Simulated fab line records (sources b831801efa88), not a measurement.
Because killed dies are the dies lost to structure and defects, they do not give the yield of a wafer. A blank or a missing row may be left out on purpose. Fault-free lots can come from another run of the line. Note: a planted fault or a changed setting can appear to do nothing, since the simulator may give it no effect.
Chamber matching    flow gf180mcu    GF_V1_CMP_04 on cmp-02: 4 sister chambers
The step polishes SiO2. 4 wafers are shown with their chamber, then 8 later ones without.

## EACH WAFER AND ITS CHAMBER
wafer   chamber  motor current A (A)
L486.1  3        11.9
L497.5  2        12.5
L498.6  1        10.2
L501.2  0        13.2

## WAFERS WITHOUT THEIR CHAMBER
wafer   motor current A (A)
L501.5  11.9
L501.6  12.7
L502.1  13.5
L502.2  11.7
L502.5  12.0
L503.2  12.3
L503.3  13.5
L503.5  12.6

## CHAMBER TAKEN BY EACH
wafer    from the rows above       in truth
L501.5   3                         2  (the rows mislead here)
L501.6   can't be placed: 2 or 0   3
L502.1   0                         0
L502.2   3                         3
L502.5   3                         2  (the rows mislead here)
L503.2   can't be placed: 2 or 3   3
L503.3   0                         0
L503.5   2                         2
Correct placement for 4 of the 8. From these rows, 2 cannot be placed; in 1 the true chamber is one of the candidates. Number placed wrongly: 2.
How it was worked out, from the rows above alone: a wafer's distance from a chamber is the root of the sum, over the readings, of the square of ((its reading less the chamber's mean) divided by the reading's scatter). The wafer belongs to the nearest chamber; if the next one is less than 2 further off, it can't be placed. A chamber's mean is the mean of its shown wafers. The scatter: root of mean squared gap, hidden wafer to nearest shown wafer, with one shown wafer a chamber.
